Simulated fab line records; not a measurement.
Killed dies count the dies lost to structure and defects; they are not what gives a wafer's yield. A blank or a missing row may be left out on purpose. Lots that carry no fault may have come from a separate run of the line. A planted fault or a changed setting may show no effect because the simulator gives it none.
Which tool did it?	flow sky130	Sampling: 15 lots, 45 wafers, 3 of 708 route steps

## WHAT THE GAUGES SHOWED, per wafer
SKY_CAP2M_RS_MEAS_03: measurement is done with a four-point probe.
lot	measured	on	CAP2M_TIN_RS (ohm/sq)
L908	day 39 20:23	filmMetro-04	6.94 6.96 6.94
L910	day 40 16:08	filmMetro-03	6.88 6.85 6.92
L914	day 41 22:52	filmMetro-02	7.03 6.96 7.06
L915	day 42 04:28	filmMetro-04	6.91 6.95 6.97
L916	day 42 07:01	filmMetro-04	6.98 6.99 6.97
L917	day 42 08:52	filmMetro-04	7.01 6.90 7.00
L921	day 43 16:17	filmMetro-04	7.07 6.99 7.08
L922	day 43 17:31	filmMetro-03	6.97 7.00 7.01
L923	day 44 02:01	filmMetro-03	6.95 6.94 6.94
L924	day 44 04:50	filmMetro-02	6.88 6.89 6.91
L927	day 45 05:35	filmMetro-02	6.88 6.82 6.83
L928	day 45 05:55	filmMetro-02	7.09 7.02 7.08
L929	day 45 14:08	filmMetro-04	6.86 6.85 6.85
L930	day 45 16:29	filmMetro-03	6.85 6.89 6.86
L931	day 46 01:24	filmMetro-03	6.84 6.90 6.86

SKY_VIA4_BOW_MEAS_03.
lot	measured	on	VIA4_BOW (um)
L908	day 41 23:15	filmMetro-04	83 87 75
L910	day 42 18:24	filmMetro-01	76 76 82
L914	day 43 23:44	filmMetro-01	90 66 80
L915	day 44 04:11	filmMetro-01	79 83 80
L916	day 44 06:37	filmMetro-02	81 86 98
L917	day 44 08:50	filmMetro-04	77 81 80
L921	day 45 13:55	filmMetro-02	82 67 80
L922	day 45 15:07	filmMetro-04	86 71 72
L923	day 46 00:07	filmMetro-02	74 60 85
L924	day 46 02:07	filmMetro-02	93 79 72
L927	day 47 01:34	filmMetro-02	81 68 84
L928	day 47 03:47	filmMetro-04	77 93 72
L929	day 47 09:08	filmMetro-01	79 79 94
L930	day 47 11:46	filmMetro-02	73 80 74
L931	day 47 20:25	filmMetro-02	87 87 81

## WHICH TOOL RAN EACH LOT (tool, then ch and the chambers of the sampled wafers, then the start)
lot	SKY_METAL4_DESCUM_15
L908	rieMetal-02 ch 0, day 41 21:47
L910	rieMetal-02 ch 0,1, day 42 16:32
L914	rieMetal-04 ch 1, day 43 22:01
L915	rieMetal-02 ch 0,1, day 44 02:39
L916	rieMetal-01 ch 0,1, day 44 05:08
L917	rieMetal-04 ch 1, day 44 07:05
L921	rieMetal-04 ch 0, day 45 12:24
L922	rieMetal-01 ch 0,1, day 45 13:36
L923	rieMetal-04 ch 1, day 45 22:36
L924	rieMetal-01 ch 0,1, day 46 00:35
L927	rieMetal-02 ch 0,1, day 47 00:05
L928	rieMetal-01 ch 0,1, day 47 01:36
L929	rieMetal-01 ch 0,1, day 47 07:35
L930	rieMetal-01 ch 0,1, day 47 10:11
L931	rieMetal-04 ch 0,1, day 47 18:56
- SKY_METAL4_DESCUM_15: chemistry O2, time 8 s.

## AS READ BY THE TOOLS THEMSELVES (means over the sampled wafers that have a number; for cases with no such wafer, the mark the record gives instead)
SKY_METAL4_DESCUM_15.
lot	tool	chamberPressureMTorr (mTorr)	drypumpMotorCurrentA (A)	oesProductAu (a.u.)
L908	rieMetal-02	10.001	5.65	0.996
L910	rieMetal-02	9.997	5.45	1.008
L914	rieMetal-04	9.998	5.96	0.994
L915	rieMetal-02	10.011	5.46	1.005
L916	rieMetal-01	10.001	5.30	0.993
L917	rieMetal-04	10.010	5.99	0.999
L921	rieMetal-04	9.999	5.20	1.001
L922	rieMetal-01	9.997	5.32	0.990
L923	rieMetal-04	9.998	5.99	0.998
L924	rieMetal-01	9.997	5.36	0.996
L927	rieMetal-02	9.990	5.45	1.001
L928	rieMetal-01	10.000	5.36	1.003
L929	rieMetal-01	9.990	5.37	1.004
L930	rieMetal-01	10.006	5.36	0.991
L931	rieMetal-04	9.995	5.47	1.014

## THE ANSWER, worked out from the rows above alone
Rule: what is usual is taken from the lots themselves. Put in order of their means at a reading, lots are off if they are a third of the lots or fewer, leave a main group of 4 or more, and stand apart from it by a gap of 3 or more times the standard deviation of the main group's means; of several such gaps the widest counts. The tables above print the reading to a certain number of digits; a main group whose means all agree to those digits is not used. Also off: a lot with no number at a reading for which 4 or more lots have one. Any other lot the step has rows for is counted as sound. Order of review: gauges by route order, followed by the tools' own readings, for which a lot's mean as printed above is used. At the first step where some lot is off, the reading lying furthest off is the one used; lots without a number count as furthest.
No lot is off at any reading shown: from this, nothing can be told.

## WHAT WAS PUT IN BY THE SIMULATOR
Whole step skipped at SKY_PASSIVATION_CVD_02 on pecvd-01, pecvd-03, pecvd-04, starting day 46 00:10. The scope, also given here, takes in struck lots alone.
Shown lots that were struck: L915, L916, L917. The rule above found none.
